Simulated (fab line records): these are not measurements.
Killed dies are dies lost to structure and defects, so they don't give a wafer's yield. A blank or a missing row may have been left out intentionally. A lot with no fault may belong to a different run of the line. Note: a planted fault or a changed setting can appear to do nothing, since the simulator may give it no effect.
Code-filled problem report in 8D (eight disciplines) form | flow gf180mcu | the parts of the form that need people (team, actions taken, sign-off) are left out

== 1. THE PROBLEM ==
At GF_M2_SPUTTER_01, cathode-dc-power-W averages 7709.9 W over 6 wafers from 2 lots, while fault-free wafers read 6500.0 W, standard deviation 1.1. So: +99 or more standard deviations from the usual mean.
The step: material TiN, target thk 30 nm, time 25 s.
First observed at day 23 15:56: wafer L877.1, on pvd-sputter-01. At this step, 38 wafers from 13 lots have a number in the record. The rule behind "out" and "out of limits": a value lying over 4 standard deviations away from the usual mean. Any other wafer with a number is counted as sound.

== 2. WHAT IT IS; WHAT IT IS NOT ==
question                    | is                     | is not
which readings at this step | cathode-dc-power-W     | throttle-valve-pct
which lots                  | L877, L881             | L863, L864, L866, L867, L868, L870, L871, L878, L882, L883, L885
which wafers of those lots  | all that have a number | -
read on which tools         | pvd-sputter-01         | pvd-sputter-03, pvd-sputter-04
when                        | from day 23 15:56      | up to then (21 sound wafers); but 11 sound wafers of L878, L882, L883, L885 came after

== 3. SUSPECTS, AND WHAT RULES EACH OUT ==
Counting: a tool at a process step up to the reading stays a suspect if it ran every lot that is out and no sound lot after the first of them.
- cmp-01 at GF_V1_CMP_04 (polishes SiO2): kept. All lots that are out passed through it, beginning with L877 at day 22 14:39, and no sound lot followed; its final sound lot before that point was L870 at day 20 03:30.
- cmp-02 at GF_V1_CMP_26 (polishes, stops on SiO2, t overpolish 15 s, target thk 0 nm): kept. All lots that are out passed through it, beginning with L877 at day 23 15:32, and no sound lot followed; its final sound lot before that point was L871 at day 21 13:59.
- pvd-sputter-01 at GF_M2_SPUTTER_01 (material TiN, target thk 30 nm, time 25 s): kept. All lots that are out passed through it, beginning with L877 at day 23 15:56, and no sound lot followed; its final sound lot before that point was L870 at day 21 05:05. On those wafers its own readings are out: cathode-dc-power-W.
The count leaves cmp-01 at GF_V1_CMP_04, cmp-02 at GF_V1_CMP_26, and pvd-sputter-01 at GF_M2_SPUTTER_01.

== 4. THE CAUSE (what the simulator had put in) ==
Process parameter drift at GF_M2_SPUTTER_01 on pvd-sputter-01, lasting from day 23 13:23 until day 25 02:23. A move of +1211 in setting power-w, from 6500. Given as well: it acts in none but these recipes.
3 suspects survive the count, and this tool is in that group.

== 5. THE EFFECT CHAIN, in route order ==
Rows list readings where the struck wafers' mean (over those with a number) sits beyond 3 standard deviations from the usual. Readings are gone through only where the record gives a usual standard deviation; hours: the median, over the lots, of the time from a lot's start at the first step in this table giving one to that lot's start at this step; sigmas: the change measured in usual standard deviations.
hours | step             | reading            | usual    | on struck wafers | change  | sigmas
0     | GF_M2_SPUTTER_01 | cathode-dc-power-W | 6500.0 W | 7709.9           | +1209.9 | +99 or more
It contains these process steps:
- GF_M2_SPUTTER_01: material TiN, target thk 30 nm, time 25 s.

== 6. WHAT WOULD HAVE CAUGHT IT SOONER ==
3 hours passed between the start of the fault at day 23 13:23 and the first reading out of limits in this record, taken at day 23 15:56.
